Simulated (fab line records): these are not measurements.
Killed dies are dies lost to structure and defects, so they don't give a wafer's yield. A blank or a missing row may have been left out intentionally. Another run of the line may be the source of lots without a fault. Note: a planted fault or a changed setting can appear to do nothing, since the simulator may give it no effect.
Which of the tools did it?	flow sky130	11 lots, 32 wafers sampled, at 5 steps of a route of 708

## WHAT THE GAUGES READ, wafer by wafer
SKY_METAL2_THK_MEAS_06: measures by xrf.
lot	measured	on	METAL2_ALCU_THK (nm)
L978	day 35 20:40	film_metro-04	244 248 243
L980	day 36 14:16	film_metro-04	246 246 246
L982	day 36 15:40	film_metro-02	278 274 276
L981	day 36 17:15	film_metro-02	281 279 279
L983	day 36 21:38	film_metro-01	242 240 237
L987	day 37 20:17	film_metro-02	239 239 240
L988	day 38 08:23	film_metro-02	239 240 242
L990	day 38 17:32	film_metro-02	239 240 240
L992	day 39 08:38	film_metro-04	250 250
L993	day 40 04:08	film_metro-02	240 239 240
L994	day 40 10:44	film_metro-02	241 242 240

## WHAT TOOL EACH LOT RAN ON (gives the tool, then ch and the chambers of the sampled wafers, and finally the start)
lot	SKY_CONTACT_CMP_27	SKY_METAL1_SPUTTER_02	SKY_VIA1_CVD_21	SKY_METAL2_SPUTTER_04
L978	cmp-02 ch 0,3, day 33 10:41	pvd_sputter-04, day 33 11:01	cvd_w-02 ch 0,1, day 35 19:41	pvd_sputter-02, day 35 20:23
L980	cmp-02 ch 0,2,3, day 34 06:57	pvd_sputter-04, day 34 07:15	cvd_w-01 ch 0, day 36 13:20	pvd_sputter-03, day 36 14:05
L982	cmp-01 ch 0,2,3, day 34 08:13	pvd_sputter-02, day 34 08:31	cvd_w-02 ch 0, day 36 14:50	pvd_sputter-02, day 36 15:30
L981	cmp-01 ch 1,2,3, day 34 09:40	pvd_sputter-04, day 34 10:01	cvd_w-01 ch 0,1, day 36 16:25	pvd_sputter-03, day 36 17:05
L983	cmp-01 ch 0,2, day 34 12:49	pvd_sputter-02, day 34 13:06	cvd_w-01 ch 0, day 36 20:48	pvd_sputter-03, day 36 21:28
L987	cmp-01 ch 1,2,3, day 35 13:34	pvd_sputter-02, day 35 13:55	cvd_w-01 ch 0,1, day 37 19:26	pvd_sputter-03, day 37 20:07
L988	cmp-02 ch 0,1,3, day 36 01:10	pvd_sputter-02, day 36 01:22	cvd_w-02 ch 0,1, day 38 07:32	pvd_sputter-03, day 38 08:13
L990	cmp-02 ch 0,2, day 36 10:58	pvd_sputter-03, day 36 11:20	cvd_w-02 ch 0, day 38 16:42	pvd_sputter-02, day 38 17:22
L992	cmp-01 ch 0,1, day 37 02:36	pvd_sputter-02, day 37 02:48	cvd_w-02 ch 0, day 39 07:48	pvd_sputter-03, day 39 08:26
L993	cmp-02 ch 1,2, day 37 22:52	pvd_sputter-04, day 37 23:13	cvd_w-01 ch 0,1, day 40 03:19	pvd_sputter-01, day 40 03:56
L994	cmp-02 ch 0,1,2, day 38 06:19	pvd_sputter-02, day 38 06:37	cvd_w-01 ch 1, day 40 09:53	pvd_sputter-01, day 40 10:33
- SKY_CONTACT_CMP_27: polishes, stops on SiO2, t overpolish 15 s, target thk 0 nm.
- SKY_METAL1_SPUTTER_02: material AlCu, target thk 250 nm, time 13.8 s.
- SKY_VIA1_CVD_21: deposits W, target thk 270 nm, time 80.902 s.
- SKY_METAL2_SPUTTER_04: material TiN, target thk 70 nm, time 58.3 s.

## WHAT THE TOOLS THEMSELVES READ (means of the sampled wafers that have a number; where no wafer has one, the mark that the record gives instead)
SKY_CONTACT_CMP_27.
lot	tool	motor_current_A (A)	overpolish_run_s (s)	time_to_endpoint_s (s)
L978	cmp-02	12.2	15.002	80.1
L980	cmp-02	11.5	15.001	81.9
L982	cmp-01	11.5	15.000	82.5
L981	cmp-01	11.8	15.004	84.8
L983	cmp-01	11.0	15.002	83.7
L987	cmp-01	12.2	14.996	82.0
L988	cmp-02	10.7	14.999	79.4
L990	cmp-02	11.8	14.990	79.0
L992	cmp-01	11.8	14.995	84.5
L993	cmp-02	10.7	14.993	80.2
L994	cmp-02	11.5	14.989	81.4

SKY_METAL1_SPUTTER_02.
lot	tool	cathode_dc_power_W (W)	chamber_pressure_pa (Pa)	throttle_valve_pct (%)
L978	pvd_sputter-04	10598	0.4010	30.0
L980	pvd_sputter-04	10597	0.4004	30.0
L982	pvd_sputter-02	10600	0.4007	30.7
L981	pvd_sputter-04	10600	0.4003	30.1
L983	pvd_sputter-02	10599	0.4001	30.8
L987	pvd_sputter-02	10601	0.4005	31.1
L988	pvd_sputter-02	10601	0.4000	30.7
L990	pvd_sputter-03	10600	0.4004	29.3
L992	pvd_sputter-02	10601	0.4013	30.6
L993	pvd_sputter-04	10601	0.3995	30.1
L994	pvd_sputter-02	10601	0.3994	30.6

SKY_VIA1_CVD_21.
lot	tool	chamber_pressure_Torr (Torr)	heater_power_outer_w (W)	heater_power_w (W)
L978	cvd_w-02	40.04	628	965
L980	cvd_w-01	40.05	539	876
L982	cvd_w-02	40.07	670	1042
L981	cvd_w-01	39.93	513	847
L983	cvd_w-01	39.91	538	880
L987	cvd_w-01	39.90	513	843
L988	cvd_w-02	40.02	620	950
L990	cvd_w-02	40.04	666	1057
L992	cvd_w-02	39.96	685	1052
L993	cvd_w-01	39.99	497	832
L994	cvd_w-01	39.97	487	804

SKY_METAL2_SPUTTER_04.
lot	tool	cathode_dc_power_W (W)	chamber_pressure_pa (Pa)	throttle_valve_pct (%)
L978	pvd_sputter-02	6501.0	0.4006	30.3
L980	pvd_sputter-03	6499.8	0.4003	28.9
L982	pvd_sputter-02	-	-	-
L981	pvd_sputter-03	-	-	-
L983	pvd_sputter-03	6500.3	0.4007	29.6
L987	pvd_sputter-03	6498.6	0.4011	30.0
L988	pvd_sputter-03	6501.0	0.3995	29.9
L990	pvd_sputter-02	6501.2	0.3994	31.1
L992	pvd_sputter-03	6501.0	0.3999	29.0
L993	pvd_sputter-01	6499.7	0.4001	29.8
L994	pvd_sputter-01	6499.4	0.3996	29.6

## THE ANSWER, worked out from the rows above alone
Rule: the lots themselves supply what counts as usual. The widest of any qualifying gaps counts: lots, ordered by their means at a reading, are off when they make up no more than a third of the lots, leave a main group of 4 or more, and stand apart from it by 3 or more times the standard deviation of that group's means. The tables above print the reading to a certain number of digits; a main group whose means all agree to those digits is not used. A lot without any number at a reading at which 4 lots or more have one is off too. Any other lot the step has rows for is counted as sound. After the gauges, taken in route order, come the tools' own readings; for these a lot's mean is taken, as printed above. At the first step where some lot is off, the reading lying furthest off is the one used; lots without a number count as furthest.
Off: at SKY_METAL2_THK_MEAS_06 (METAL2_ALCU_THK), L982, L981. The main group: mean 242 nm, standard deviation 3.6.
If a tool, at a process step before that reading, ran all the lots that are off and no sound lot after the first of them, it fits. The gauges at SKY_METAL2_THK_MEAS_06 aren't tried: what is off there is off at SKY_METAL2_SPUTTER_04 too, on other tools, and a gauge's error can't cause that. Not one of the candidates tried fits.

## WHAT WAS PUT IN BY THE SIMULATOR
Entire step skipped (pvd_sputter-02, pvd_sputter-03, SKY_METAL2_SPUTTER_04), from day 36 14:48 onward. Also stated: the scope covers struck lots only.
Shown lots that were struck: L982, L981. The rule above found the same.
